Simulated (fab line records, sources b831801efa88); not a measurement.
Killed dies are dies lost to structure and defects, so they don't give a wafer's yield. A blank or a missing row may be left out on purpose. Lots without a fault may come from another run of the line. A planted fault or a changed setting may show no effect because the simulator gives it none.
Which tool did it? | flow sky130 | 12 lots, 36 wafers sampled, at 4 steps of a route of 708

WHAT THE GAUGES READ, wafer by wafer
SKY_METAL5_THK_MEAS_06: measures by xrf. Usual: METAL5_ALCU_THK 1142 nm, standard deviation 13.
lot  | measured     | on            | METAL5_ALCU_THK (nm) | flag
L234 | day 43 07:17 | film_metro-02 | 1159 1152 1161       |
L235 | day 43 16:51 | film_metro-04 | 1144 1159 1157       |
L236 | day 43 20:03 | film_metro-04 | 1147 1128 1129       |
L238 | day 45 08:08 | film_metro-04 | 1157 1150 1150       |
L243 | day 46 10:35 | film_metro-01 | 1156 1155 1161       |
L241 | day 46 15:07 | film_metro-02 | 1139 1130 1134       |
L245 | day 47 01:14 | film_metro-04 | 1130 1139 1122       |
L246 | day 47 10:43 | film_metro-02 | 1137 1138 1151       |
L247 | day 47 14:07 | film_metro-02 | 1125 1127 1135       |
L249 | day 47 18:30 | film_metro-02 | 1142 1142 1136       |
L255 | day 48 14:40 | film_metro-04 | 1108 1116 1113       |
L254 | day 48 16:32 | film_metro-02 | 1114 1114 1107       |

WHICH TOOL RAN EACH LOT (tool, then ch and the chambers of the sampled wafers, then the start)
lot  | SKY_METAL1_ETCH_18                | SKY_VIA4_CVD_18               | SKY_METAL5_SPUTTER_02
L234 | rie_metal-04 ch 0,1, day 33 05:31 | cvd_w-02 ch 1, day 43 06:22   | pvd_sputter-02, day 43 07:03
L235 | rie_metal-02 ch 0,1, day 33 16:43 | cvd_w-01 ch 0,1, day 43 15:56 | pvd_sputter-04, day 43 16:37
L236 | rie_metal-02 ch 0,1, day 33 18:36 | cvd_w-02 ch 0,1, day 43 19:08 | pvd_sputter-04, day 43 19:49
L238 | rie_metal-02 ch 1, day 35 14:59   | cvd_w-01 ch 0,1, day 45 07:13 | pvd_sputter-04, day 45 07:54
L243 | rie_metal-02 ch 0,1, day 37 00:08 | cvd_w-02 ch 0,1, day 46 09:40 | pvd_sputter-02, day 46 10:21
L241 | rie_metal-04 ch 0,1, day 37 05:03 | cvd_w-02 ch 0,1, day 46 14:10 | pvd_sputter-01, day 46 14:52
L245 | rie_metal-02 ch 0,1, day 37 18:26 | cvd_w-01 ch 1, day 46 23:59   | pvd_sputter-01, day 47 01:00
L246 | rie_metal-02 ch 0,1, day 38 04:41 | cvd_w-02 ch 0,1, day 47 09:45 | pvd_sputter-02, day 47 10:28
L247 | rie_metal-04 ch 1, day 38 10:22   | cvd_w-01 ch 0,1, day 47 13:12 | pvd_sputter-01, day 47 13:53
L249 | rie_metal-02 ch 0,1, day 38 15:28 | cvd_w-01 ch 0,1, day 47 17:37 | pvd_sputter-04, day 47 18:14
L255 | rie_metal-04 ch 0, day 39 16:26   | cvd_w-02 ch 0,1, day 48 13:40 | pvd_sputter-01, day 48 14:24
L254 | rie_metal-04 ch 0,1, day 39 19:30 | cvd_w-02 ch 0, day 48 15:30   | pvd_sputter-01, day 48 16:17
- SKY_METAL1_ETCH_18: etches BARC in N2/H2, stops on SiO2, time 45.9 s, target depth 60 nm.
- SKY_VIA4_CVD_18: deposits W, target thk 505 nm, time 152.14 s.
- SKY_METAL5_SPUTTER_02: material AlCu, target thk 1150 nm, time 61.2 s.

WHAT THE TOOLS THEMSELVES READ (means of the sampled wafers that have a number; where no wafer has one, the mark that the record gives instead)
SKY_METAL1_ETCH_18. Usual: drypump_motor_current_A 5.87 A, standard deviation 0.19; he_backside_leak_sccm 3.26 sccm, standard deviation 0.22; oes_product_au 0.854 a.u., standard deviation 0.0049; throttle_valve_pct 13.224 %, standard deviation 0.01.
lot  | tool         | drypump_motor_current_A (A) | he_backside_leak_sccm (sccm) | oes_product_au (a.u.) | throttle_valve_pct (%) | flag
L234 | rie_metal-04 | 6.03                        | 3.22                         | 0.851                 | 13.227                 |
L235 | rie_metal-02 | 5.84                        | 3.30                         | 0.849                 | 13.210                 |
L236 | rie_metal-02 | 5.89                        | 3.24                         | 0.853                 | 13.224                 |
L238 | rie_metal-02 | 5.81                        | 3.16                         | 0.858                 | 13.224                 |
L243 | rie_metal-02 | 5.88                        | 3.35                         | 0.852                 | 13.227                 |
L241 | rie_metal-04 | 5.94                        | 3.23                         | 0.857                 | 13.225                 |
L245 | rie_metal-02 | 5.89                        | 3.33                         | 0.855                 | 13.219                 |
L246 | rie_metal-02 | 5.89                        | 3.46                         | 0.850                 | 13.223                 |
L247 | rie_metal-04 | 5.82                        | 3.10                         | 0.855                 | 13.212                 |
L249 | rie_metal-02 | 5.87                        | 3.20                         | 0.851                 | 13.223                 |
L255 | rie_metal-04 | 6.10                        | 3.18                         | 0.859                 | 13.230                 |
L254 | rie_metal-04 | 5.99                        | 3.22                         | 0.855                 | 13.220                 |

SKY_VIA4_CVD_18. Usual: heater_power_w 815 W, standard deviation 75.
lot  | tool     | heater_power_w (W) | flag
L234 | cvd_w-02 | 762                |
L235 | cvd_w-01 | 871                |
L236 | cvd_w-02 | 758                |
L238 | cvd_w-01 | 880                |
L243 | cvd_w-02 | 767                |
L241 | cvd_w-02 | 778                |
L245 | cvd_w-01 | 934                |
L246 | cvd_w-02 | 788                |
L247 | cvd_w-01 | 815                |
L249 | cvd_w-01 | 811                |
L255 | cvd_w-02 | 794                |
L254 | cvd_w-02 | 793                |

SKY_METAL5_SPUTTER_02. Usual: throttle_valve_pct 30.2 %, standard deviation 0.81.
lot  | tool           | throttle_valve_pct (%) | flag
L234 | pvd_sputter-02 | 29.2                   |
L235 | pvd_sputter-04 | 31.0                   |
L236 | pvd_sputter-04 | 30.6                   |
L238 | pvd_sputter-04 | 30.9                   |
L243 | pvd_sputter-02 | 30.0                   |
L241 | pvd_sputter-01 | 29.7                   |
L245 | pvd_sputter-01 | 29.4                   |
L246 | pvd_sputter-02 | 30.0                   |
L247 | pvd_sputter-01 | 29.6                   |
L249 | pvd_sputter-04 | 31.2                   |
L255 | pvd_sputter-01 | 30.0                   |
L254 | pvd_sputter-01 | 29.1                   |

THE ANSWER, worked out from the rows above alone
Rule: a lot is off if the mean of its wafers that have a number lies more than 3 standard deviations from the usual mean. A lot without any number at a reading at which 4 lots or more have one is off too. The other lots that the step has rows for count as sound. The gauges are gone through in route order, then the tools' own readings, and for those a lot's mean is taken as printed above. The first step at which some lot is off is used, and at that step the reading that is off furthest; a lot without a number counts as furthest.
No lot is off at any reading shown: from this, nothing can be told.

WHAT THE SIMULATOR HAD PUT IN
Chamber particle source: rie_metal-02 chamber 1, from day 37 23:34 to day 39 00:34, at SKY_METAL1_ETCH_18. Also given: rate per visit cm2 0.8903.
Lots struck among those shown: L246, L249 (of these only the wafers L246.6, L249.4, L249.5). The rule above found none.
